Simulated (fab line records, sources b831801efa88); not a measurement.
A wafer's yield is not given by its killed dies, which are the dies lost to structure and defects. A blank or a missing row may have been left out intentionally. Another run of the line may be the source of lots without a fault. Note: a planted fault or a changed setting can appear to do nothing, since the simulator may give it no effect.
fab line records	flow sky130
record lots=6	wafers=17	last_day=50
route steps=708 shown VT_ADJUST_PCH@146 SONOS_TUNNEL@154 PAD_OPEN@708
lots that met no fault: taken from a fault-free run of the same line
start_h: hours from the record's first day to the start of the lot's first wafer shown	wait_h: how many hours have passed since the lot's step before this one	" same as the row above	L1.1+2: several wafers, shown together as one row	- no value, or no start given	* or withheld: withheld	< > ~ a bound
route shown NAME@n: a module of which the file shows steps, and the number in the route of the first	usual: the fault-free wafers' mean and standard deviation	same: alike in all rows	chamber/n: place in a boat	sites: the reading at each site	_std_site: how widely they spread, as a standard deviation	_edge_site: mean of outer sites minus mean of inner sites	radius_mm: how far each site lies from the wafer's centre	mask NAME#n: copy n	behind: tool/chamber where the wafer was last shaped	hold: the reason the lot was held/the length of the hold in hours/how it ended	device: which transistor (n, p or np) failed to switch	end of line: tests run on the same wafers once the route is complete	a step without rows: its recipe alone	killed: dies that structure and defects cost at the first sort, which is not the same as the wafer's yield	map: the dies of a wafer, with x for killed, . for not killed, _ for no die there
set.NAME: the setting that was run; set.NAME@STEP: the one run at that earlier step	model.NAME: the simulator's own value behind a step, which no gauge read
certain route steps with their lots: each step a table, each wafer a row
services: a tool's chamber out of use, with start hour (start_h, from the record's first day; less than 0 if before it), hours out, and reason
## steps
# step SKY_VT_ADJUST_PCH_SOFTBAKE_03
# recipe temp_c=110	time_s=withheld
# step SKY_VT_ADJUST_PCH_EXPOSE_04
# recipe mask_id=NWM	na=0.6	source_shape=conventional	sigma_outer=0.6	polarization=unpolarized	target_cd_nm=840	dose_mj=255
# step SKY_VT_ADJUST_PCH_PEB_05
# recipe temp_c=115	time_s=withheld
# step SKY_VT_ADJUST_PCH_DEVELOP_06
# recipe wall_angle_deg=90	developer=TMAH	develop_time_s=60	dev_temp_c=23
# step SKY_VT_ADJUST_PCH_OVL_MEAS_07
# usual VT_ADJUST_PCH_OVL=0.8/1.2
lot.wafer	tool	chamber	start_h	wait_h	VT_ADJUST_PCH_OVL[nm]
L226.3	overlay-01	-	290.72	-	1.1
L226.6	"	-	"	"	1.2
L225.2	overlay-02	-	291.05	-	0.0
L225.3	"	-	"	"	-0.9
L225.6	"	-	"	"	-0.4
L233.3	overlay-01	-	328.07	-	2.3
L233.4	"	-	"	"	0.3
L233.5	"	-	"	"	0.5
L237.1	overlay-01	-	351.79	-	0.4
L237.3	"	-	"	"	0.0
L237.6	"	-	"	"	-0.8
L242.2	overlay-02	-	386.20	-	2.0
L242.4	"	-	"	"	1.4
L242.6	"	-	"	"	2.4
L243.3	overlay-01	-	396.76	-	0.5
L243.4	"	-	"	"	1.3
L243.5	"	-	"	"	-1.0
# step SKY_VT_ADJUST_PCH_IMPLANT_08
# recipe species=B	energy_kev=10	dose_cm2=5e+11	tilt_deg=withheld
# step SKY_VT_ADJUST_PCH_STRIP_09
# recipe chemistry=O2/N2	power_w=1400	pressure_mtorr=1500	platen_temp_c=withheld	o2_flow_sccm=3000	n2_flow_sccm=300	overash_fraction=0.5
# usual drypump_motor_current_A=5.6/0.5	oes_product_au=0.722/0.0041	strip_time_to_endpoint_s=36.94/0.12
lot.wafer	tool	chamber	start_h	wait_h	drypump_motor_current_A	oes_product_au	rf_hours_counter_h	strip_time_to_endpoint_s
L226.3	plasma_asher-02	1	290.92	0.1	5.8	0.723	-	36.99
L226.6	"	1	"	"	5.9	0.720	-	36.96
L225.2	plasma_asher-03	0	291.23	0.1	6.2	0.718	48	37.03
L225.3	"	0	"	"	6.2	0.723	-	36.89
L225.6	"	1	"	"	5.6	0.732	-	36.97
L233.3	plasma_asher-03	1	328.27	0.1	5.6	0.726	-	36.84
L233.4	"	0	"	"	6.2	0.713	-	37.05
L233.5	"	0	"	"	6.1	0.723	-	36.85
L237.1	plasma_asher-03	0	351.98	0.1	6.1	0.729	54	37.17
L237.3	"	1	"	"	5.6	0.723	-	37.01
L237.6	"	1	"	"	5.6	0.722	-	37.07
L242.2	plasma_asher-02	1	386.38	0.1	5.9	0.723	25	37.06
L242.4	"	0	"	"	4.7	0.729	-	37.03
L242.6	"	1	"	"	5.9	0.715	-	37.13
L243.3	plasma_asher-02	0	396.96	0.1	4.7	0.729	-	36.96
L243.4	"	1	"	"	5.9	0.720	-	36.96
L243.5	"	1	"	"	5.9	0.727	-	36.86
# step SKY_VT_ADJUST_PCH_TW_MEAS_10
# usual VT_ADJUST_PCH_TW=143.3/0.95
lot.wafer	tool	chamber	start_h	wait_h	VT_ADJUST_PCH_TW
L226.3	film_metro-03	-	291.01	0.1	142.6
L226.6	"	-	"	"	142.5
L225.2	film_metro-01	-	291.34	0.1	143.0
L225.3	"	-	"	"	143.1
L225.6	"	-	"	"	142.8
L233.3	film_metro-01	-	328.36	0.1	143.5
L233.4	"	-	"	"	144.0
L233.5	"	-	"	"	144.2
L237.1	film_metro-01	-	352.08	0.1	144.2
L237.3	"	-	"	"	144.0
L237.6	"	-	"	"	144.6
L242.2	film_metro-01	-	386.49	0.1	144.2
L242.4	"	-	"	"	144.0
L242.6	"	-	"	"	143.4
L243.3	film_metro-01	-	397.05	0.1	143.9
L243.4	"	-	"	"	144.0
L243.5	"	-	"	"	143.9
# step SKY_SONOS_TUNNEL_DEHYDRATE_00
# recipe temp_c=200	time_s=60
# step SKY_SONOS_TUNNEL_HMDS_01
# recipe prime_time_s=60	prime_temp_c=120
# step SKY_SONOS_TUNNEL_COAT_02
# recipe resist=NOVOLAK	spin_rpm=3000	resist_thk_nm=1140
# step SKY_SONOS_TUNNEL_SOFTBAKE_03
# recipe temp_c=90	time_s=60	resist=NOVOLAK
# step SKY_SONOS_TUNNEL_EXPOSE_04
# recipe mask_id=TUNM	na=0.6	source_shape=conventional	sigma_outer=0.6	polarization=unpolarized	target_cd_nm=410	dose_mj=136
lot.wafer	tool	chamber	start_h	wait_h	mask
L226.3+6	iline_stepper-02	0	303.32	-	TUNM#0
L225.2+3+6	iline_stepper-02	0	303.42	-	TUNM#0
L233.3+4+5	iline_stepper-01	0	341.94	-	TUNM#0
L237.1+3+6	iline_stepper-01	0	365.76	-	TUNM#0
L242.2+4+6	iline_stepper-01	0	400.52	-	TUNM#0
L243.3+4+5	iline_stepper-02	0	411.67	-	TUNM#0
# step SKY_SONOS_TUNNEL_PEB_05
# recipe temp_c=withheld	time_s=*	resist=NOVOLAK
# step SKY_SONOS_TUNNEL_DEVELOP_06
# recipe resist=NOVOLAK	developer=TMAH	develop_time_s=60	dev_temp_c=23
# step SKY_SONOS_TUNNEL_CD_MEAS_07
# recipe target_cd_nm=410
# usual cd_nm=409.6/1.8
lot.wafer	tool	chamber	start_h	wait_h	cd_nm
L226.3	cd_sem-01	-	316.44	0.1	424.1
L226.6	"	-	"	"	409.9
L225.2	cd_sem-02	-	316.67	0.1	412.3
L225.3	"	-	"	"	423.2
L225.6	"	-	"	"	411.2
L233.3	cd_sem-01	-	355.54	0.1	407.2
L233.4	"	-	"	"	406.1
L233.5	"	-	"	"	407.2
L237.1	cd_sem-02	-	379.90	0.1	411.3
L237.3	"	-	"	"	408.3
L237.6	"	-	"	"	408.6
L242.2	cd_sem-02	-	414.87	0.1	411.9
L242.4	"	-	"	"	412.8
L242.6	"	-	"	"	411.0
L243.3	cd_sem-01	-	424.68	0.1	410.1
L243.4	"	-	"	"	410.6
L243.5	"	-	"	"	411.2
# step SKY_SONOS_TUNNEL_OVL_MEAS_08
# usual SONOS_TUNNEL_OVL=0.3/1.5
lot.wafer	tool	chamber	start_h	wait_h	SONOS_TUNNEL_OVL[nm]
L226.3	overlay-02	-	316.53	0.1	-0.7
L226.6	"	-	"	"	-0.8
L225.2	overlay-01	-	316.78	0.1	2.6
L225.3	"	-	"	"	3.3
L225.6	"	-	"	"	2.0
L233.3	overlay-01	-	355.63	0.1	-0.9
L233.4	"	-	"	"	-2.0
L233.5	"	-	"	"	-4.2
L237.1	overlay-02	-	380.02	0.1	0.7
L237.3	"	-	"	"	-0.7
L237.6	"	-	"	"	-1.3
L242.2	overlay-02	-	414.98	0.1	1.1
L242.4	"	-	"	"	-1.0
L242.6	"	-	"	"	0.3
L243.3	overlay-01	-	424.78	0.1	2.2
L243.4	"	-	"	"	2.3
L243.5	"	-	"	"	2.4
# step SKY_PAD_OPEN_PROBE_99
# usual killed_at_M0_to_M3=44/6.9	killed_at_M4_up=3.3/1.7	killed_at_contacts=24/5.5	killed_at_front_end=16/4.5	killed_at_other=0.2/0.46	killed_dies=87/9.1	killed_open=48/7.3	killed_short=39/6.2
# same gross_dies=492	killed_at_back_side=0
lot.wafer	tool	chamber	start_h	wait_h	killed_at_M0_to_M3	killed_at_M4_up	killed_at_contacts	killed_at_front_end	killed_at_other	killed_dies	killed_open	killed_short
L226.3	prober-01	-	1118.47	0.2	41	4	21	19	0	85	48	37
L226.6	prober-01	-	1118.62	0.2	51	2	31	19	0	103	58	44
L225.2	prober-02	-	1126.46	0.1	36	3	39	19	1	98	65	33
L225.3	prober-02	-	1126.51	0.2	49	2	36	20	0	107	60	47
L225.6	prober-02	-	1126.66	0.2	50	2	21	24	0	97	44	53
L233.3	prober-02	-	1170.03	0.2	41	2	16	19	0	78	39	39
L233.4	prober-02	-	1170.08	0.2	52	4	23	14	0	93	57	36
L233.5	prober-02	-	1170.13	0.2	44	3	35	11	0	93	45	48
L237.1	prober-01	-	1176.46	0.1	46	3	18	15	1	83	46	37
L237.3	prober-01	-	1176.56	0.2	44	3	19	12	1	79	42	37
L237.6	prober-01	-	1176.71	0.2	58	4	23	15	0	100	51	49
L242.2	prober-02	-	1195.82	0.1	38	5	26	15	0	84	45	39
L242.4	prober-02	-	1195.92	0.2	46	4	22	20	0	92	59	31
L242.6	prober-02	-	1196.02	0.2	34	3	22	14	0	73	42	31
L243.3	prober-01	-	1197.20	0.2	38	1	30	12	0	81	49	32
L243.4	prober-01	-	1197.25	0.2	39	1	28	14	0	82	48	34
L243.5	prober-01	-	1197.30	0.2	40	3	32	12	1	88	48	40
# killed by level:class
L226.3 VIA1:geometric_particle:open=11 LI_CONTACT:geometric_particle:open=7 VIA2:geometric_particle:open=6 VIA3:geometric_particle:open=5 CONTACT:geometric_particle:open=5 METAL1:geometric_particle:short=5 FIELD_ISO:geometric_particle:short=4 VIA1:geometric_particle:short=4
L226.6 LI_CONTACT:geometric_particle:open=10 VIA1:geometric_particle:open=9 CONTACT:geometric_particle:open=8 VIA2:geometric_particle:open=7 METAL2:geometric_particle:short=7 VIA1:geometric_particle:short=6 VIA3:geometric_particle:open=6 LOCAL_INTERCONNECT:geometric_particle:short=5
L225.2 CONTACT:geometric_particle:open=18 VIA1:geometric_particle:open=14 VIA2:geometric_particle:open=6 LI_CONTACT:geometric_particle:open=6 POLY_GATE:geometric_particle:open=5 FIELD_ISO:geometric_particle:short=4 FIELD_ISO:geometric_particle:open=4 POLY_GATE:geometric_particle:short=4
L225.3 VIA1:geometric_particle:open=17 CONTACT:geometric_particle:open=11 METAL1:geometric_particle:short=11 LI_CONTACT:geometric_particle:open=9 CONTACT:geometric_particle:short=7 POLY_GATE:geometric_particle:short=6 METAL2:geometric_particle:short=6 VIA2:geometric_particle:open=5
L225.6 VIA1:geometric_particle:open=10 METAL1:geometric_particle:short=10 FIELD_ISO:geometric_particle:short=7 POLY_GATE:geometric_particle:short=6 LI_CONTACT:geometric_particle:open=6 CONTACT:geometric_particle:open=6 METAL2:geometric_particle:short=6 VIA2:geometric_particle:open=5
L233.3 VIA1:geometric_particle:open=10 VIA3:geometric_particle:open=7 VIA3:geometric_particle:short=6 CONTACT:geometric_particle:short=6 FIELD_ISO:geometric_particle:open=5 POLY_GATE:geometric_particle:short=5 CONTACT:geometric_particle:open=5 FIELD_ISO:geometric_particle:short=4
L233.4 CONTACT:geometric_particle:open=9 VIA1:geometric_particle:open=9 VIA3:geometric_particle:open=7 METAL2:geometric_particle:short=7 VIA1:geometric_particle:short=6 VIA2:geometric_particle:open=6 LI_CONTACT:geometric_particle:open=5 FIELD_ISO:geometric_particle:open=4
L233.5 CONTACT:geometric_particle:open=12 LI_CONTACT:geometric_particle:open=9 VIA1:geometric_particle:short=8 VIA2:geometric_particle:open=6 LOCAL_INTERCONNECT:geometric_particle:short=6 VIA1:geometric_particle:open=6 POLY_GATE:geometric_particle:short=5 VIA2:geometric_particle:short=5
L237.1 VIA1:geometric_particle:open=11 VIA2:geometric_particle:open=11 LI_CONTACT:geometric_particle:open=7 CONTACT:geometric_particle:open=5 METAL2:geometric_particle:short=5 METAL1:geometric_particle:short=5 FIELD_ISO:geometric_particle:short=4 VIA1:geometric_particle:short=4
L237.3 VIA2:geometric_particle:open=8 METAL1:geometric_particle:short=7 VIA1:geometric_particle:open=7 METAL3:geometric_particle:short=7 LI_CONTACT:geometric_particle:open=6 CONTACT:geometric_particle:open=5 POLY_GATE:geometric_particle:short=4 METAL1:geometric_particle:open=4
L237.6 VIA1:geometric_particle:open=16 CONTACT:geometric_particle:open=11 METAL1:geometric_particle:short=8 VIA1:geometric_particle:short=7 VIA2:geometric_particle:open=6 LOCAL_INTERCONNECT:geometric_particle:short=5 METAL2:geometric_particle:short=5 VIA3:geometric_particle:open=5
L242.2 VIA1:geometric_particle:open=11 CONTACT:geometric_particle:open=9 LI_CONTACT:geometric_particle:open=6 FIELD_ISO:geometric_particle:short=5 FIELD_ISO:geometric_particle:open=5 CONTACT:geometric_particle:short=5 METAL1:geometric_particle:short=5 VIA1:geometric_particle:short=5
L242.4 VIA1:geometric_particle:open=11 VIA3:geometric_particle:open=11 LI_CONTACT:geometric_particle:open=8 VIA2:geometric_particle:open=8 CONTACT:geometric_particle:open=8 FIELD_ISO:geometric_particle:short=5 FIELD_ISO:geometric_particle:open=5 POLY_GATE:geometric_particle:open=4
L242.6 LI_CONTACT:geometric_particle:open=9 VIA1:geometric_particle:open=8 VIA3:geometric_particle:open=8 CONTACT:geometric_particle:open=6 FIELD_ISO:geometric_particle:short=5 LI_CONTACT:geometric_particle:short=5 VIA2:geometric_particle:open=5 FIELD_ISO:geometric_particle:open=4
L243.3 VIA1:geometric_particle:open=13 LOCAL_INTERCONNECT:geometric_particle:short=9 CONTACT:geometric_particle:open=9 VIA3:geometric_particle:open=5 VIA3:geometric_particle:short=5 LI_CONTACT:geometric_particle:open=4 LOCAL_INTERCONNECT:geometric_particle:open=4 FIELD_ISO:geometric_particle:open=3
L243.4 CONTACT:geometric_particle:open=10 VIA1:geometric_particle:short=8 VIA1:geometric_particle:open=8 LI_CONTACT:geometric_particle:open=7 VIA3:geometric_particle:open=5 POLY_GATE:geometric_particle:short=4 LI_CONTACT:geometric_particle:short=4 METAL2:geometric_particle:short=4
L243.5 CONTACT:geometric_particle:open=15 LOCAL_INTERCONNECT:geometric_particle:short=11 VIA1:geometric_particle:open=10 VIA2:geometric_particle:open=5 VIA2:geometric_particle:short=5 FIELD_ISO:geometric_particle:short=4 LI_CONTACT:geometric_particle:open=4 VIA1:geometric_particle:short=4
## services
tool	chamber	start_h	hours	kind
iline_stepper-01	-	270.04	2.1	pm
plasma_asher-03	-	270.39	0.4	repair
iline_stepper-01	-	272.13	-	consumable_replace:lamp
iline_stepper-02	0	279.03	-	calibration
iline_stepper-02	-	356.40	8.9	pm
plasma_asher-02	-	357.72	8.3	repair
iline_stepper-02	-	365.38	2.1	pm
iline_stepper-02	-	367.46	-	consumable_replace:lamp
iline_stepper-01	0	387.52	-	calibration
iline_stepper-02	-	402.34	4.4	pm
iline_stepper-01	-	406.79	1.7	pm
## key
first_sign step=SKY_SONOS_TUNNEL_CD_MEAS_07	reading=cd_nm	direction=up	sigmas=7.8	usual=409.6	struck=423.7
effect none on later readings
met_at SKY_SONOS_TUNNEL_EXPOSE_04
struck_wafers L225.3,L226.3
tester_left_out L225,L226
fault kind=process_parameter_drift	tool=iline_stepper-02	chamber=-	onset_h=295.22	steps=SKY_SONOS_TUNNEL_EXPOSE_04	channel=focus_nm	offset=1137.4	shape=step	end_h=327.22	scope=struck_wafers_only
# tester_left_out: of these lots the tester's yield and bins aren't shown, on N5 and GAA mostly nor the transistor test; their killed dies are dies lost to structure and defects alone, not to doping, threshold or leakage, so they don't give the yield
